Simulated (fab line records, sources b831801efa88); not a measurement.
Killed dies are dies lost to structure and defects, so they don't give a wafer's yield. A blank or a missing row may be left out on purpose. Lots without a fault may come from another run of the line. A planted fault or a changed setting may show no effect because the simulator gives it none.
Chamber matching | flow gf180mcu | GF_V2_CVD_02 on pecvd-01: 3 sister chambers
The step deposits SiO2 from TEOS, target thk 850 nm, time 94.851 s. 6 wafers are shown with their chamber, then 9 later ones without.

WAFERS WITH THEIR CHAMBER
wafer  | chamber | heater_power_w (W)
L082.5 | 0       | 835
L085.5 | 0       | 823
L086.4 | 1       | 837
L092.2 | 2       | 797
L092.5 | 1       | 807
L092.6 | 2       | 818

WAFERS WITHOUT THEIR CHAMBER
wafer  | heater_power_w (W)
L093.1 | 740
L093.3 | 785
L093.4 | 809
L095.2 | 836
L095.3 | 856
L095.5 | 664
L096.3 | 856
L096.4 | 774
L096.6 | 804

WHICH CHAMBER EACH WENT THROUGH
wafer  | from the rows above          | in truth
L093.1 | can't be placed: 2 or 1 or 0 | 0
L093.3 | can't be placed: 2 or 1 or 0 | 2
L093.4 | can't be placed: 2 or 1 or 0 | 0
L095.2 | can't be placed: 0 or 1 or 2 | 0
L095.3 | can't be placed: 0 or 1 or 2 | 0
L095.5 | can't be placed: 2 or 1 or 0 | 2
L096.3 | can't be placed: 0 or 1 or 2 | 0
L096.4 | can't be placed: 2 or 1 or 0 | 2
L096.6 | can't be placed: 2 or 1 or 0 | 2
Placed correctly: 0 of 9. Can't be placed from these rows: 9 (the true chamber is among the candidates in 9). Placed wrongly: 0.
How it was worked out, from the rows above alone: a wafer's distance from a chamber is the root of the sum, over the readings, of the square of ((its reading less the chamber's mean) divided by the reading's scatter). The wafer belongs to the nearest chamber; if the next one is less than 2 further off, it can't be placed. A chamber's mean is the mean of its shown wafers. The scatter: the root of (the sum of the squares of (reading less its chamber's mean) over the shown wafers, divided by (wafers less chambers)).
